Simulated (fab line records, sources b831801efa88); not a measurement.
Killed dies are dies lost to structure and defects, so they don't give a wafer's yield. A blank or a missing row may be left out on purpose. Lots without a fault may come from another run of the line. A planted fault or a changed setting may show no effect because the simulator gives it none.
fab line records | flow sky130
record lots=6 wafers=18 last_day=49
route steps=708 shown VIA2@524 METAL3@532 CAPM@537 PAD_OPEN@708
lots that met no fault: from a run of the same line without faults
start_h: hours from the record's first day to the start of the lot's first wafer shown | wait_h: hours since the lot's step before | " the same as in the row above | L1.1+2: a row that stands for several wafers | - no value, or no start given | * or withheld: withheld | < > ~ a bound
route shown NAME@n: a module of which the file shows steps, and the number in the route of the first | usual: mean/standard deviation of fault-free wafers | same: alike in all rows | chamber/n: place in a boat | sites: the reading at each site | _std_site: their standard deviation | _edge_site: outer sites' mean less inner sites' | radius_mm: how far each site lies from the wafer's centre | mask NAME#n: copy n | behind: the tool/chamber that last shaped the wafer | hold: why the lot was held/for how many hours/how that ended | device: the transistor (n, p or np) that didn't switch | end of line: the same wafers' tests at the end of the route | a step without rows: its recipe alone | killed: dies lost to structure and defects at the first sort, not the wafer's yield | map: a wafer's dies, x killed, . not, _ none there
set.NAME: the setting as run; set.NAME@STEP: as run at that earlier step | model.NAME: the simulator's own value behind a step, which no gauge read
lots at some steps of the route; a table a step, a row a wafer
services: from which hour (start_h, from the record's first day; less than 0 if before it) a tool's chamber was out of use, for how many hours, and why
## steps
# step SKY_VIA2_STRIP_17
# recipe chemistry=post_etch_residue_remover time_s=1200 temp_c=72.5
# step SKY_VIA2_CLEAN_18
# recipe chemistry=IPA time_s=180 temp_c=25
# step SKY_VIA2_CLEAN_19
# recipe chemistry=O3/DIW dry=n2_spin
# step SKY_VIA2_SPUTTER_20
# recipe material=TiN target_thk_nm=20 chamber_pressure_pa=5 power_w=4000 time_s=80
# usual throttle_valve_pct=29.7/0.92
# columns lot.wafer tool chamber start_h wait_h throttle_valve_pct
L225.2 pvd_sputter-01 - 858.31 0.0 29.9
L225.3 " - " " 29.6
L225.5 " - " " 29.3
L223.2 pvd_sputter-01 - 859.99 0.0 30.1
L223.3 " - " " 29.8
L223.4 " - " " 29.3
L226.1 pvd_sputter-01 - 868.94 0.0 29.2
L226.4 " - " " 29.9
L226.5 " - " " 29.6
L227.4 pvd_sputter-01 - 871.92 0.0 29.6
L227.5 " - " " 30.0
L227.6 " - " " 29.8
L228.2 pvd_sputter-03 - 889.86 0.0 28.7
L228.5 " - " " 28.4
L228.6 " - " " 28.7
L240.2 pvd_sputter-01 - 975.01 0.0 29.6
L240.4 " - " " 30.2
L240.6 " - " " 29.4
# step SKY_VIA2_CVD_21
# recipe material=W target_thk_nm=420 time_s=126.4 temp_c=400 pressure_torr=40
# step SKY_VIA2_RS_MEAS_22
# recipe thk_meas_gauge=four-point-probe reads=W_of_VIA2_CVD_21+TiN_of_VIA2_SPUTTER_20
# usual VIA2_W_RS=0.275/0.0041
# columns lot.wafer tool chamber start_h wait_h VIA2_W_RS[ohm/sq]
L225.2 film_metro-04 - 858.52 0.1 0.275
L225.3 " - " " 0.270
L225.5 " - " " 0.274
L223.2 film_metro-04 - 860.20 0.1 0.278
L223.3 " - " " 0.276
L223.4 " - " " 0.279
L226.1 film_metro-01 - 869.13 0.1 0.277
L226.4 " - " " 0.274
L226.5 " - " " 0.273
L227.4 film_metro-01 - 872.17 0.1 0.275
L227.5 " - " " 0.268
L227.6 " - " " 0.275
L228.2 film_metro-02 - 890.07 0.1 0.268
L228.5 " - " " 0.275
L228.6 " - " " 0.271
L240.2 film_metro-01 - 975.22 0.1 0.278
L240.4 " - " " 0.280
L240.6 " - " " 0.283
# step SKY_VIA2_THK_MEAS_23
# recipe thk_meas_gauge=xrf reads=W_of_VIA2_CVD_21
# usual VIA2_W_THK=427/8.2
# columns lot.wafer tool chamber start_h wait_h VIA2_W_THK[nm]
L225.2 film_metro-04 - 858.63 0.1 430
L225.3 " - " " 436
L225.5 " - " " 431
L223.2 film_metro-04 - 860.31 0.1 421
L223.3 " - " " 426
L223.4 " - " " 425
L226.1 film_metro-01 - 869.25 0.1 423
L226.4 " - " " 428
L226.5 " - " " 429
L227.4 film_metro-01 - 872.26 0.1 427
L227.5 " - " " 440
L227.6 " - " " 427
L228.2 film_metro-02 - 890.18 0.1 449
L228.5 " - " " 438
L228.6 " - " " 442
L240.2 film_metro-01 - 975.33 0.1 423
L240.4 " - " " 419
L240.6 " - " " 418
# step SKY_VIA2_CMP_24
# recipe stop_on=SiO2 t_overpolish_s=20 down_force_psi=3.5 platen_rpm=60 target_thk_nm=0 pad_velocity_m_s=0.94248
# usual motor_current_A=11.2/0.93 overpolish_run_s=20.000/0.01 time_to_endpoint_s=97/4.2
# columns lot.wafer tool chamber start_h wait_h motor_current_A overpolish_run_s time_to_endpoint_s
L225.3 cmp-01 1 858.73 0.1 11.6 20.012 97
L225.2 " 3 " " 11.6 19.992 95
L225.5 " 1 " " 11.7 20.017 97
L223.3 cmp-01 1 860.36 0.0 11.3 20.017 92
L223.2 " 3 " " 11.4 19.999 90
L223.4 " 0 " " 9.1 19.993 98
L226.4 cmp-02 1 869.31 0.0 10.9 19.985 96
L226.1 " 2 " " 10.6 19.990 91
L226.5 " 2 " " 10.6 20.002 91
L227.4 cmp-01 2 872.29 0.0 12.4 20.007 101
L227.6 " 2 " " 13.1 19.986 101
L227.5 " 3 " " 11.8 20.019 98
L228.2 cmp-01 0 890.33 0.1 9.9 20.014 100
L228.6 " 2 " " 12.4 19.998 100
L228.5 " 3 " " 11.1 19.984 87
L240.4 cmp-01 3 975.38 0.0 12.0 20.028 90
L240.2 " 1 " " 11.9 19.999 93
L240.6 " 3 " " 11.5 20.004 93
# step SKY_METAL3_SPUTTER_00
# recipe material=Ti target_thk_nm=15 power_w=3000 time_s=10 chamber_pressure_pa=0.4
# usual throttle_valve_pct=29.3/0.57
# columns lot.wafer tool chamber start_h wait_h throttle_valve_pct
L225.2 pvd_sputter-03 - 858.98 0.1 28.7
L225.3 " - " " 28.9
L225.5 " - " " 28.7
L223.2 pvd_sputter-01 - 860.66 0.1 30.1
L223.3 " - " " 29.8
L223.4 " - " " 29.5
L226.1 pvd_sputter-03 - 869.61 0.2 28.6
L226.4 " - " " 29.1
L226.5 " - " " 29.0
L227.4 pvd_sputter-03 - 872.59 0.2 29.0
L227.5 " - " " 28.6
L227.6 " - " " 29.1
L228.2 pvd_sputter-03 - 890.53 0.1 28.8
L228.5 " - " " 28.7
L228.6 " - " " 29.2
L240.2 pvd_sputter-01 - 975.68 0.1 29.9
L240.4 " - " " 29.3
L240.6 " - " " 29.1
# step SKY_METAL3_SPUTTER_01
# recipe material=TiN target_thk_nm=20 power_w=6500 time_s=16.7 chamber_pressure_pa=0.4
# step SKY_METAL3_SPUTTER_02
# recipe material=AlCu target_thk_nm=735 power_w=10600 time_s=39.1 chamber_pressure_pa=0.4
# usual throttle_valve_pct=29.3/0.55
# columns lot.wafer tool chamber start_h wait_h throttle_valve_pct
L225.2 pvd_sputter-03 - 859.02 0.0 29.0
L225.3 " - " " 29.0
L225.5 " - " " 28.8
L223.2 pvd_sputter-01 - 860.71 0.0 30.2
L223.3 " - " " 29.8
L223.4 " - " " 29.3
L226.1 pvd_sputter-03 - 869.66 0.0 28.9
L226.4 " - " " 28.9
L226.5 " - " " 28.8
L227.4 pvd_sputter-03 - 872.64 0.0 28.7
L227.5 " - " " 28.8
L227.6 " - " " 28.5
L228.2 pvd_sputter-03 - 890.58 0.0 28.7
L228.5 " - " " 28.7
L228.6 " - " " 28.8
L240.2 pvd_sputter-01 - 975.73 0.0 30.0
L240.4 " - " " 29.5
L240.6 " - " " 29.3
# step SKY_METAL3_SPUTTER_03
# recipe material=Ti target_thk_nm=5 power_w=3000 time_s=3.3 chamber_pressure_pa=0.4
# step SKY_METAL3_SPUTTER_04
# recipe material=TiN target_thk_nm=70 power_w=6500 time_s=58.3 chamber_pressure_pa=0.4
# usual throttle_valve_pct=29.3/0.56
# columns lot.wafer tool chamber start_h wait_h throttle_valve_pct
L225.2 pvd_sputter-03 - 859.08 0.0 28.8
L225.3 " - " " 28.8
L225.5 " - " " 28.9
L223.2 pvd_sputter-01 - 860.77 0.0 29.7
L223.3 " - " " 29.7
L223.4 " - " " 29.1
L226.1 pvd_sputter-03 - 869.72 0.0 28.6
L226.4 " - " " 29.0
L226.5 " - " " 28.8
L227.4 pvd_sputter-03 - 872.69 0.0 28.5
L227.5 " - " " 28.6
L227.6 " - " " 28.8
L228.2 pvd_sputter-03 - 890.63 0.0 28.8
L228.5 " - " " 28.8
L228.6 " - " " 29.0
L240.2 pvd_sputter-01 - 975.78 0.0 30.0
L240.4 " - " " 29.6
L240.6 " - " " 29.2
# step SKY_CAPM_CVD_00
# recipe material=SiO2 target_thk_nm=15.5 temp_c=400 time_s=withheld rf_w=450
# step SKY_CAPM_THK_MEAS_01
# recipe reads=SiO2_of_CAPM_CVD_00
# usual CAPM_CVD_00_THK=15.46/0.29
# columns lot.wafer tool chamber start_h wait_h CAPM_CVD_00_THK[nm]
L225.2 film_metro-03 - 859.16 - 14.74
L225.3 " - " " 15.45
L225.5 " - " " 14.95
L223.2 film_metro-01 - 860.85 - 15.46
L223.3 " - " " 15.60
L223.4 " - " " 15.80
L226.1 film_metro-03 - 869.79 - 15.28
L226.4 " - " " 15.56
L226.5 " - " " 15.61
L227.4 film_metro-01 - 872.79 - 15.36
L227.5 " - " " 15.42
L227.6 " - " " 15.06
L228.2 film_metro-03 - 890.71 - 15.04
L228.5 " - " " 15.34
L228.6 " - " " 15.08
L240.2 film_metro-01 - 975.86 - 15.84
L240.4 " - " " 15.89
L240.6 " - " " 15.85
# step SKY_CAPM_SPUTTER_02
# recipe material=TiN target_thk_nm=200 temp_c=300 power_w=6500 time_s=166.7 chamber_pressure_pa=0.4
# step SKY_CAPM_RS_MEAS_03
# recipe thk_meas_gauge=four-point-probe reads=TiN_of_CAPM_SPUTTER_02
# usual CAPM_TIN_RS=6.92/0.085
# columns lot.wafer tool chamber start_h wait_h CAPM_TIN_RS[ohm/sq]
L225.2 film_metro-01 - 859.34 0.1 6.96
L225.3 " - " " 6.89
L225.5 " - " " 6.92
L223.2 film_metro-03 - 861.03 0.1 6.89
L223.3 " - " " 6.82
L223.4 " - " " 6.93
L226.1 film_metro-03 - 869.96 0.1 6.99
L226.4 " - " " 6.91
L226.5 " - " " 6.86
L227.4 film_metro-02 - 872.99 0.1 6.77
L227.5 " - " " 6.80
L227.6 " - " " 6.83
L228.2 film_metro-03 - 890.89 0.1 6.92
L228.5 " - " " 6.99
L228.6 " - " " 6.97
L240.2 film_metro-02 - 976.04 0.1 6.92
L240.4 " - " " 6.95
L240.6 " - " " 6.98
# step SKY_CAPM_THK_MEAS_04
# recipe thk_meas_gauge=xrf reads=TiN_of_CAPM_SPUTTER_02
# usual CAPM_TIN_THK=199.7/2.5
# columns lot.wafer tool chamber start_h wait_h CAPM_TIN_THK[nm]
L225.2 film_metro-01 - 859.45 0.1 197.2
L225.3 " - " " 199.9
L225.5 " - " " 199.1
L223.2 film_metro-03 - 861.14 0.1 200.6
L223.3 " - " " 201.7
L223.4 " - " " 199.7
L226.1 film_metro-03 - 870.08 0.1 197.0
L226.4 " - " " 200.5
L226.5 " - " " 202.1
L227.4 film_metro-02 - 873.08 0.1 203.6
L227.5 " - " " 203.1
L227.6 " - " " 202.1
L228.2 film_metro-03 - 891.00 0.1 199.3
L228.5 " - " " 198.1
L228.6 " - " " 198.5
L240.2 film_metro-02 - 976.15 0.1 200.5
L240.4 " - " " 198.3
L240.6 " - " " 197.2
# step SKY_CAPM_DEHYDRATE_05
# recipe temp_c=200 time_s=60
# step SKY_CAPM_HMDS_06
# recipe prime_time_s=60 prime_temp_c=120
# step SKY_CAPM_COAT_07
# recipe resist=NOVOLAK spin_rpm=3000 resist_thk_nm=1140
# step SKY_CAPM_SOFTBAKE_08
# recipe temp_c=90 time_s=60 resist=NOVOLAK
# step SKY_CAPM_EXPOSE_09
# recipe mask_id=CAPM na=0.6 source_shape=conventional sigma_outer=0.6 polarization=unpolarized target_cd_nm=1000 dose_mj=159
# step SKY_CAPM_PEB_10
# recipe temp_c=withheld time_s=* resist=NOVOLAK
# step SKY_CAPM_DEVELOP_11
# recipe resist=NOVOLAK developer=TMAH develop_time_s=60 dev_temp_c=23
# step SKY_CAPM_OVL_MEAS_12
# usual CAPM_OVL=0.6/1.6
# columns lot.wafer tool chamber start_h wait_h CAPM_OVL[nm]
L225.2 overlay-01 - 885.78 0.1 0.7
L225.3 " - " " 1.5
L225.5 " - " " 2.1
L223.2 overlay-01 - 887.53 0.1 -0.1
L223.3 " - " " -0.7
L223.4 " - " " 0.2
L226.1 overlay-01 - 896.56 0.1 0.5
L226.4 " - " " -1.1
L226.5 " - " " 0.1
L227.4 overlay-01 - 899.97 0.1 1.8
L227.5 " - " " -1.5
L227.6 " - " " -0.6
L228.2 overlay-02 - 916.81 0.1 -0.8
L228.5 " - " " -0.4
L228.6 " - " " -0.2
L240.2 overlay-01 - 999.56 0.1 1.1
L240.4 " - " " 1.1
L240.6 " - " " 0.4
# step SKY_CAPM_METAL_ETCH_13
# recipe target_depth_nm=220 stop_on=SiO2 chemistry=Cl2/BCl3 target=TiN pressure_mtorr=10 icp_w=900 bias_w=48.5 Cl2_flow_sccm=60 bcl3_flow_sccm=30 time_s=62.9
# usual bias_w=48.52/0.14 drypump_motor_current_A=5.4/0.36 oes_product_au=0.939/0.0079 throttle_valve_pct=21.902/0.0096
# columns lot.wafer tool chamber start_h wait_h bias_w drypump_motor_current_A oes_product_au rf_hours_counter_h throttle_valve_pct
L225.2 rie_metal-04 0 885.81 0.0 48.71 5.1 0.933 17 21.897
L225.3 " 0 " " 48.46 5.1 0.946 - 21.902
L225.5 " 1 " " 48.44 5.0 0.942 - 21.894
L223.2 rie_metal-04 0 887.56 0.0 48.60 5.1 0.930 18 21.890
L223.3 " 1 " " 48.43 5.0 0.948 - 21.897
L223.4 " 0 " " 48.49 5.1 0.937 - 21.912
L226.1 rie_metal-02 0 896.59 0.0 48.53 5.4 0.926 15 21.934
L226.4 " 1 " " 48.33 5.3 0.942 - 21.907
L226.5 " 0 " " 48.46 5.4 0.938 - 21.895
L227.4 rie_metal-02 0 900.01 0.0 48.46 5.4 0.945 - 21.901
L227.5 " 1 " " 48.43 5.3 0.946 - 21.903
L227.6 " 0 " " 48.39 5.4 0.947 - 21.904
L228.2 rie_metal-04 1 916.87 0.0 48.75 5.0 0.938 - 21.882
L228.5 " 1 " " 48.47 5.1 0.934 - 21.908
L228.6 " 1 " " 48.44 5.1 0.935 - 21.899
L240.2 rie_metal-02 0 999.59 0.0 48.35 5.4 0.934 3 21.895
L240.4 " 0 " " 48.40 5.4 0.945 - 21.912
L240.6 " 0 " " 48.40 5.4 0.930 - 21.911
# step SKY_CAPM_STRIP_14
# recipe chemistry=O2/N2 power_w=1400 pressure_mtorr=1500 platen_temp_c=withheld o2_flow_sccm=3000 n2_flow_sccm=300 overash_fraction=0.5
# step SKY_CAPM_STRIP_15
# recipe chemistry=post_etch_residue_remover time_s=1200 temp_c=72.5
# step SKY_CAPM_CLEAN_16
# recipe chemistry=IPA time_s=180 temp_c=25
# step SKY_CAPM_CLEAN_17
# recipe chemistry=O3/DIW dry=n2_spin
# step SKY_METAL3_DEHYDRATE_05
# recipe temp_c=200 time_s=60
# step SKY_METAL3_HMDS_06
# recipe prime_time_s=60 prime_temp_c=120
# step SKY_METAL3_COAT_07
# recipe resist=BARC temp_c=withheld time_s=withheld spin_rpm=3000 resist_thk_nm=60
# step SKY_METAL3_COAT_08
# recipe resist=KrF-thick spin_rpm=3000 resist_thk_nm=1140
# step SKY_METAL3_SOFTBAKE_09
# recipe temp_c=100 time_s=90 resist=KrF-thick
# step SKY_METAL3_EXPOSE_10
# recipe mask_id=MM3 na=0.68 source_shape=annular sigma_inner=0.4 sigma_outer=0.8 target_cd_nm=300 dose_mj=28
# step SKY_METAL3_PEB_11
# recipe peb_temp_c=withheld peb_time_s=withheld resist=KrF-thick
# step SKY_METAL3_DEVELOP_12
# recipe develop_time_s=60 resist=KrF-thick dev_temp_c=21
# step SKY_METAL3_CD_MEAS_13
# recipe target_cd_nm=300
# usual cd_nm=299.9/1.6
# columns lot.wafer tool chamber start_h wait_h cd_nm
L225.2 cd_sem-01 - 913.09 - 299.8
L225.3 " - " " 300.4
L225.5 " - " " 299.6
L223.2 cd_sem-02 - 914.63 - 301.9
L223.3 " - " " 301.0
L223.4 " - " " 301.3
L226.1 cd_sem-02 - 923.62 - 297.1
L226.4 " - " " 299.7
L226.5 " - " " 298.8
L227.4 cd_sem-02 - 926.42 - 299.7
L227.5 " - " " 299.8
L227.6 " - " " 299.3
L228.2 cd_sem-02 - 942.21 - 299.6
L228.5 " - " " 298.2
L228.6 " - " " 298.5
L240.2 cd_sem-01 - 1023.44 - 299.6
L240.4 " - " " 300.1
L240.6 " - " " 299.9
# step SKY_METAL3_OVL_MEAS_14
# usual METAL3_OVL=2/5.6
# columns lot.wafer tool chamber start_h wait_h METAL3_OVL[nm]
L225.2 overlay-01 - 913.20 0.1 -10
L225.3 " - " " 3
L225.5 " - " " -3
L223.2 overlay-02 - 914.73 0.1 -7
L223.3 " - " " 1
L223.4 " - " " 3
L226.1 overlay-02 - 923.74 0.1 6
L226.4 " - " " -4
L226.5 " - " " -3
L227.4 overlay-02 - 926.49 0.1 -1
L227.5 " - " " 10
L227.6 " - " " 4
L228.2 overlay-02 - 942.32 0.1 4
L228.5 " - " " -3
L228.6 " - " " 2
L240.2 overlay-02 - 1023.55 0.1 6
L240.4 " - " " 3
L240.6 " - " " 2
# step SKY_METAL3_DESCUM_15
# recipe chemistry=O2 source_power_w=150 bias_power_w=0 pressure_mtorr=10 temp_c=40 time_s=8
# step SKY_PAD_OPEN_PROBE_99
# usual defect_limited_yield=82.3/2 killed_at_M0_to_M3=43/7 killed_at_M4_up=3.5/1.9 killed_at_contacts=24/5.3 killed_at_front_end=15/4.4 killed_at_other=0.3/0.69 killed_dies=87/9.7 killed_open=48/7 killed_short=39/6.4 sort_bin_3_pad_short=0.9/0.46 sort_bin_5_function=10.5/1.4 sort_bin_6_memory=6.3/1.2 sort_n_pass=405/9.7 sort_yield_pct=82.3/2
# same gross_dies=492 killed_at_back_side=0 sort_bin_4_leakage[%]=0 sort_bin_8_speed[%]=0
# columns lot.wafer tool chamber start_h wait_h defect_limited_yield[%] killed_at_M0_to_M3 killed_at_M4_up killed_at_contacts killed_at_front_end killed_at_other killed_dies killed_open killed_short sort_bin_3_pad_short[%] sort_bin_5_function[%] sort_bin_6_memory[%] sort_n_pass sort_yield_pct[%] model.etest.tester.sort_n_pass model.etest.tester.sort_yield_pct model.etest.tester.sort_bin_5_pct model.etest.tester.sort_bin_3_pct
L225.2 prober-01 - 1082.67 0.1 80.3 45 3 36 12 1 97 60 36 0.2 14.2 5.3 395 80.3 395 80.28 14.23 0.2033
L225.3 prober-01 - 1082.72 0.2 81.5 46 5 26 14 0 91 44 47 1.2 9.8 7.5 401 81.5 401 81.5 9.756 1.22
L225.5 prober-01 - 1082.82 0.2 83.1 40 2 21 17 3 83 43 37 1.0 8.5 7.3 409 83.1 409 83.13 8.537 1.016
L223.2 prober-02 - 1084.59 0.1 82.7 40 2 24 19 0 85 41 41 0.4 11.2 5.7 407 82.7 407 82.72 11.18 0.4065
L223.3 prober-02 - 1084.64 0.2 81.9 51 5 26 7 0 89 45 44 0.8 10.8 6.5 403 81.9 403 81.91 10.77 0.813
L223.4 prober-02 - 1084.69 0.2 80.7 42 5 32 16 0 95 60 34 1.0 9.3 8.9 397 80.7 397 80.69 9.35 1.016
L227.4 prober-01 - 1102.54 0.2 76.4 68 4 23 20 1 116 49 37 1.8 14.8 6.9 376 76.4 376 76.42 14.84 1.829
L227.5 prober-01 - 1102.59 0.2 71.1 109 2 22 9 0 142 38 32 4.9 16.5 7.5 350 71.1 350 71.14 16.46 4.878
L227.6 prober-01 - 1102.64 0.2 78.7 76 2 16 11 0 105 42 36 2.4 10.6 8.3 387 78.7 387 78.66 10.57 2.439
L228.2 prober-02 - 1108.78 0.1 68.9 111 3 21 18 0 153 45 41 5.9 19.1 6.1 339 68.9 339 68.9 19.11 5.894
L228.5 prober-02 - 1108.93 0.2 72.6 104 3 23 5 0 135 43 26 5.7 16.5 5.3 357 72.6 357 72.56 16.46 5.691
L228.6 prober-02 - 1108.98 0.2 67.7 109 4 23 21 2 159 54 45 5.5 17.9 8.9 333 67.7 333 67.68 17.89 5.488
L240.2 prober-01 - 1171.42 0.1 83.9 34 0 23 22 0 79 40 39 1.2 7.1 7.7 413 83.9 413 83.94 7.114 1.22
L240.4 prober-01 - 1171.52 0.2 85.6 35 2 24 10 0 71 43 28 0.2 9.8 4.5 421 85.6 421 85.57 9.756 0.2033
L240.6 prober-01 - 1171.62 0.2 83.7 35 2 27 16 0 80 40 40 0.8 8.9 6.5 412 83.7 412 83.74 8.943 0.813
# killed by level:class
L225.2 VIA1:geometric_particle:open=18 LI_CONTACT:geometric_particle:open=13 CONTACT:geometric_particle:open=12 CONTACT:geometric_particle:short=5 POLY_GATE:geometric_particle:short=5 VIA1:geometric_particle:short=5 LOCAL_INTERCONNECT:geometric_particle:short=4 METAL1:geometric_particle:short=4
L225.3 CONTACT:geometric_particle:open=12 METAL1:geometric_particle:short=9 VIA1:geometric_particle:open=6 METAL2:geometric_particle:short=6 LI_CONTACT:geometric_particle:open=5 VIA3:geometric_particle:open=5 CONTACT:geometric_particle:short=4 VIA1:geometric_particle:short=4
L225.5 VIA1:geometric_particle:short=8 VIA3:geometric_particle:open=8 LI_CONTACT:geometric_particle:open=7 CONTACT:geometric_particle:open=7 VIA2:geometric_particle:open=7 FIELD_ISO:geometric_particle:short=6 FIELD_ISO:geometric_particle:open=4 VIA1:geometric_particle:open=4
L223.2 LI_CONTACT:geometric_particle:open=7 CONTACT:geometric_particle:open=7 VIA1:geometric_particle:open=7 METAL2:geometric_particle:short=7 CONTACT:geometric_particle:short=5 VIA1:geometric_particle:short=5 METAL3:geometric_particle:short=5 VIA3:geometric_particle:open=5
L223.3 VIA1:geometric_particle:open=9 CONTACT:geometric_particle:open=8 VIA1:geometric_particle:short=8 LI_CONTACT:geometric_particle:open=7 METAL2:geometric_particle:short=6 VIA3:geometric_particle:open=6 CONTACT:geometric_particle:short=5 METAL1:geometric_particle:short=4
L223.4 CONTACT:geometric_particle:open=14 VIA1:geometric_particle:open=12 VIA2:geometric_particle:open=9 LI_CONTACT:geometric_particle:open=8 CONTACT:geometric_particle:short=6 VIA3:geometric_particle:open=6 FIELD_ISO:geometric_particle:open=4 VIA1:geometric_particle:short=4
L227.4 METAL3:unspecified=29 VIA1:geometric_particle:open=10 CONTACT:geometric_particle:open=9 FIELD_ISO:geometric_particle:open=7 VIA2:geometric_particle:open=7 METAL2:geometric_particle:short=6 FIELD_ISO:geometric_particle:short=5 CONTACT:geometric_particle:short=5
L227.5 METAL3:unspecified=72 VIA2:geometric_particle:open=8 LI_CONTACT:geometric_particle:open=8 CONTACT:geometric_particle:open=6 VIA1:geometric_particle:open=5 METAL2:geometric_particle:short=5 POLY_GATE:geometric_particle:short=4 CONTACT:geometric_particle:short=4
L227.6 METAL3:unspecified=27 VIA2:geometric_particle:open=12 VIA1:geometric_particle:open=9 CONTACT:geometric_particle:open=7 VIA2:geometric_particle:short=6 METAL2:geometric_particle:short=5 METAL1:geometric_particle:short=5 LOCAL_INTERCONNECT:geometric_particle:short=4
L228.2 METAL3:unspecified=67 CONTACT:geometric_particle:open=9 VIA1:geometric_particle:open=9 VIA2:geometric_particle:short=7 VIA3:geometric_particle:open=6 LI_CONTACT:geometric_particle:open=5 FIELD_ISO:geometric_particle:open=4 FIELD_ISO:geometric_particle:short=4
L228.5 METAL3:unspecified=64 CONTACT:geometric_particle:open=9 VIA2:geometric_particle:open=9 VIA1:geometric_particle:open=7 LI_CONTACT:geometric_particle:open=6 VIA3:geometric_particle:short=5 CONTACT:geometric_particle:short=4 VIA3:geometric_particle:open=4
L228.6 METAL3:unspecified=57 VIA2:geometric_particle:open=11 VIA1:geometric_particle:open=11 CONTACT:geometric_particle:short=8 LI_CONTACT:geometric_particle:open=7 METAL1:geometric_particle:short=6 VIA1:geometric_particle:short=6 METAL2:geometric_particle:short=5
L240.2 FIELD_ISO:geometric_particle:short=9 LI_CONTACT:geometric_particle:open=8 CONTACT:geometric_particle:open=7 VIA3:geometric_particle:open=6 METAL1:geometric_particle:short=5 VIA2:geometric_particle:open=5 POLY_GATE:geometric_particle:short=4 LI_CONTACT:geometric_particle:short=3
L240.4 CONTACT:geometric_particle:open=10 VIA1:geometric_particle:open=9 VIA3:geometric_particle:open=8 METAL1:geometric_particle:short=7 LI_CONTACT:geometric_particle:open=6 CONTACT:geometric_particle:short=5 VIA2:geometric_particle:open=4 FIELD_ISO:geometric_particle:open=3
L240.6 LI_CONTACT:geometric_particle:open=9 LOCAL_INTERCONNECT:geometric_particle:short=9 VIA1:geometric_particle:open=9 METAL1:geometric_particle:short=8 VIA3:geometric_particle:open=5 FIELD_ISO:geometric_particle:open=5 METAL2:geometric_particle:short=4 POLY_GATE:geometric_particle:open=3
# map L227.5 (x killed, . not)
__________.........._________
________..x.x...x....._______
______...x....x.x......._____
_____.x........xx........____
____x....x..x.x...........___
___....xx.xx.......x.......__
__........................x._
_......x..x..x.x..xx.........
_..x.......x......x........xx
_......x..x.......x..........
_............x...x.........x.
_....x...........x.xx..x.....
_.x....x.xx...x.x...x...x....
_........xx..xx.x..x..x......
_...x.x....xxxxx......x..x...
__....x...x.xxxxxxxx........_
___xx.....xxxxxxxxx.x......__
____.....xxxxxxxxxxx....x.___
_____.......xxxxxxxxx...x____
______...xxxxxxxxxxxxx.._____
________.xxxxxxxxxxxx._______
__________.xxxxxxx.x_________
# map L228.6 (x killed, . not)
__________.x......x._________
________..........x..._______
______..xx.....x...xx..._____
_____..x.x.....x.....x...____
____.x.....x......x..x...x___
___xx......xxxxx....xx....x__
__...x.x........x..........._
_.xx.......................xx
_x..x....xx....xx.x..x...xxxx
_.....x......................
_..............x.x....x......
_.x..xxx.x.xx..x.x..x.x....xx
_....xxxxx....x.......xxx....
_.xxxxxxxxxxxx.....x..x......
_..xxxxxxxxx..x.............x
__xxxxxxxxx..x........x.xx.._
___xxxxxxxxxx....x.........__
____xxxxxxx.x........x....___
_____xxxxx....xx..x...xxx____
______xx..x.xx.x.....xx._____
________.x...xxx.xxx.._______
__________.xx..x...._________
## services
# columns tool chamber start_h hours kind
cmp-01 - 837.35 2.5 repair
rie_metal-02 - 840.27 11.4 repair
rie_metal-04 1 850.05 2.0 repair
cmp-02 - 854.77 0.2 repair
rie_metal-04 - 866.57 0.4 repair
rie_metal-04 0 904.71 - clean
rie_metal-04 0 904.71 18.9 scheduled_down
rie_metal-04 0 904.71 18.9 vent_cycle
cmp-01 - 913.19 4.0 pm
pvd_sputter-01 - 916.38 1.0 repair
cmp-01 - 917.19 - consumable_replace:conditioner
cmp-01 - 917.19 - consumable_replace:pad
rie_metal-02 0 935.23 - clean
rie_metal-02 0 935.23 16.0 scheduled_down
rie_metal-02 0 935.23 16.0 vent_cycle
cmp-01 - 938.44 2.2 repair
pvd_sputter-03 2 941.52 - consumable_replace:kit
pvd_sputter-03 2 941.52 18.0 scheduled_down
pvd_sputter-03 2 941.52 18.0 vent_cycle
## key
first_sign step=SKY_PAD_OPEN_PROBE_99 reading=sort_bin_3_pad_short direction=up sigmas=7.5 usual=0.9 struck=4.4
effect step=SKY_PAD_OPEN_PROBE_99 reading=killed_at_M0_to_M3 direction=up sigmas=7.5 usual=43 struck=96
model_effect step=SKY_PAD_OPEN_PROBE_99 value=etest.tester.sort_n_pass without=403.2 struck=357
met_at SKY_METAL3_SPUTTER_04
struck_wafers L227.4,L227.5,L227.6,L228.2,L228.5,L228.6
onset_between 869.72 872.69
also_fits SKY_METAL3_SPUTTER_00:pvd_sputter-03,SKY_METAL3_SPUTTER_02:pvd_sputter-03
fault kind=chamber_particle_source tool=pvd_sputter-03 chamber=- onset_h=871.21 steps=SKY_METAL3_SPUTTER_04 rate_per_visit_cm2=1.8804 end_h=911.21
